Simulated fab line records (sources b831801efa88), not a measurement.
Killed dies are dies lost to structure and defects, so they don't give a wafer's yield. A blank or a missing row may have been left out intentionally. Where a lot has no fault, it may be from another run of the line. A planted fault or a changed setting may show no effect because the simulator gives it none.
A struck lot beside a sound one || flow sky130 || 16 steps out of a route of 708
Sound: wafers L448.2, L448.4, L448.5. Wafers struck: L441.1, L441.3, L441.5. The cause is named last.
Each step with rows lists, per side, the tool, then ch with its chambers, then its first start. Under that, the readings that differ: sound wafers || struck wafers || difference of the means || sigmas: that difference in standard deviations of wafers without a fault.
alike: a reading whose means differ by less than 2 such deviations, as well as words and numbers matching on both sides. not compared: withheld readings; readings where some wafer has no value; bounds like >300 that might hide an equal value; numbers whose values overlap and for which the record gives no deviation.
A row with sigmas, a row that says differs or no value, or rows on one side alone: a step with any of these is where the two part. When numbers do not overlap yet have no deviation, they are printed without sigmas and do not part them. A reading that every wafer of one side lacks parts them only if that side has two wafers or more.

first, 8 steps without rows for these wafers: SKY_CONTACT_DEHYDRATE_06 (time 60 s); SKY_CONTACT_HMDS_07 (prime time 60 s); SKY_CONTACT_COAT_08 (resist thk 60 nm); SKY_CONTACT_COAT_09 (resist thk 450 nm); SKY_CONTACT_SOFTBAKE_10 (time 90 s); SKY_CONTACT_EXPOSE_11 (exposes mask CTM1, target cd 170 nm); SKY_CONTACT_PEB_12; SKY_CONTACT_DEVELOP_13 (develop time 60 s).
SKY_CONTACT_CD_MEAS_14: the cd target is 170 nm.
  sound: cd-sem-02 at day 35 22:08; struck: cd-sem-02 at day 33 15:29
  alike: cd-nm
SKY_CONTACT_OVL_MEAS_15:
  sound: overlay-02 at day 35 22:15; struck: overlay-01 at day 33 15:37
  alike: CONTACT_OVL
SKY_CONTACT_ETCH_16: etches BARC in N2/H2, stops on SiO2, time 45.9 s, target depth 60 nm.
  sound on rie-diel-04 ch 0,2, day 35 22:17; struck on rie-diel-02 ch 0,2,3, day 33 15:39
  alike: bias-w, chamber-pressure-mTorr, drypump-motor-current-A, oes-product-au, throttle-valve-pct
  not compared: rf-hours-counter-h
SKY_CONTACT_ETCH_17: etches SiO2 in C4F8/O2/Ar, stops on Si3N4, target depth 340 nm.
  sound on rie-diel-04 ch 0,2, day 35 22:19; struck on rie-diel-02 ch 0,2,3, day 33 15:41
  alike: bias-w, chamber-pressure-mTorr, oes-product-au
SKY_CONTACT_ETCH_18: etches Si3N4 in CHF3/O2, stops on TiN, time 39 s, target depth 75 nm.
  sound on rie-diel-04 ch 0,2, day 35 22:00; struck on rie-diel-02 ch 0,2,3, day 33 15:00
  no value came back on the struck wafers for any of 5 readings (O2_flow_sccm (sccm), bias-w (W) and others); on the sound wafers O2_flow_sccm (sccm) reads 5.019 5.029 4.982
{"reading": "model.KrF-thick_of_CONTACT_COAT_09.thk-nm (nm)", "sound": "241.1 240 240.4", "struck": "329.6 327.7 325", "difference": "+86.9", "sigmas": ""}
  not compared: rf-hours-counter-h
SKY_CONTACT_STRIP_19: strips in O2/N2.
  sound on plasma-asher-01 ch 0,1, day 35 22:25; struck on plasma-asher-01 ch 0,1, day 33 15:47
{"reading": "oes-product-au (a.u.)", "sound": "0.387 0.380 0.384", "struck": "0.414 0.417 0.425", "difference": "+0.035", "sigmas": "+7"}
{"reading": "strip-time-to-endpoint-s (s)", "sound": "3.607 3.588 3.597", "struck": "4.533 4.530 4.494", "difference": "+0.922", "sigmas": "+38"}
  alike: drypump-motor-current-A
  not compared: rf-hours-counter-h
then, 1 step without rows for these wafers: SKY_CONTACT_STRIP_20 (strips in post etch residue remover, time 1200 s).
-- the record jumps here: 14 days lie between the struck wafers' starts before and after (it left off in module CONTACT and takes up again in module PAD_OPEN, whose first step shown is number 708 of the route) --
SKY_PAD_OPEN_PROBE_99:
  sound: prober-01 at day 49 00:31; struck: prober-02 at day 47 10:26
{"reading": "hold", "sound": "- - -", "struck": "await-dispo/3.4h/scrap await-dispo/3.4h/scrap await-dispo/3.4h/scrap", "difference": "no value on the sound wafers", "sigmas": ""}
{"reading": "killed-at-contacts", "sound": "18 29 25", "struck": "443 422 421", "difference": "+405", "sigmas": "+81"}
{"reading": "killed-dies", "sound": "86 93 105", "struck": "492 492 492", "difference": "+397", "sigmas": "+43"}
{"reading": "killed-on-rim", "sound": "18 22 18", "struck": "96 96 96", "difference": "+77", "sigmas": "+19"}
  alike: killed_at_M0_to_M3, killed_at_M4_up, killed-at-front-end, killed-at-other, killed-open, killed-short

## WHERE THEY PART
First at SKY_CONTACT_ETCH_18; last, within this record, at SKY_PAD_OPEN_PROBE_99.

WHY: whatever the simulator had introduced
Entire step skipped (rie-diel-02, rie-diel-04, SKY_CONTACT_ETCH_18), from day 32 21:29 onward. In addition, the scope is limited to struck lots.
